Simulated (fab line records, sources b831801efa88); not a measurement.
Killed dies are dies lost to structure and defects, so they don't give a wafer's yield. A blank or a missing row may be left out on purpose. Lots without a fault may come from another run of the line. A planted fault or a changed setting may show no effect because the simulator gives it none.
Chamber matching | flow sky130 | SKY_CONTACT_ETCH_17 on rie_diel-01: 4 sister chambers
The step etches SiO2 in C4F8/O2/Ar, stops on Si3N4, target depth 340 nm. 8 wafers are shown with their chamber, then 9 later ones without.

WAFERS WITH THEIR CHAMBER
wafer  | chamber | oes_product_au (a.u.)
L075.6 | 2       | 0.894
L080.2 | 0       | 0.885
L082.1 | 3       | 0.887
L082.4 | 3       | 0.890
L082.6 | 1       | 0.892
L090.1 | 0       | 0.883
L090.4 | 2       | 0.885
L090.6 | 1       | 0.888

WAFERS WITHOUT THEIR CHAMBER
wafer  | oes_product_au (a.u.)
L093.1 | 0.891
L093.3 | 0.893
L093.5 | 0.896
L092.3 | 0.891
L092.4 | 0.891
L092.5 | 0.891
L097.1 | 0.891
L097.3 | 0.891
L097.5 | 0.897

WHICH CHAMBER EACH WENT THROUGH
wafer  | from the rows above               | in truth
L093.1 | can't be placed: 1 or 2 or 3 or 0 | 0
L093.3 | can't be placed: 1 or 2 or 3 or 0 | 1
L093.5 | can't be placed: 1 or 2 or 3 or 0 | 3
L092.3 | can't be placed: 1 or 2 or 3 or 0 | 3
L092.4 | can't be placed: 1 or 2 or 3 or 0 | 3
L092.5 | can't be placed: 1 or 2 or 3 or 0 | 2
L097.1 | can't be placed: 1 or 2 or 3 or 0 | 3
L097.3 | can't be placed: 1 or 2 or 3 or 0 | 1
L097.5 | can't be placed: 1 or 2 or 3 or 0 | 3
Placed correctly: 0 of 9. Can't be placed from these rows: 9 (the true chamber is among the candidates in 9). Placed wrongly: 0.
How it was worked out, from the rows above alone: a wafer's distance from a chamber is the root of the sum, over the readings, of the square of ((its reading less the chamber's mean) divided by the reading's scatter). The wafer belongs to the nearest chamber; if the next one is less than 2 further off, it can't be placed. A chamber's mean is the mean of its shown wafers. The scatter: the root of (the sum of the squares of (reading less its chamber's mean) over the shown wafers, divided by (wafers less chambers)).
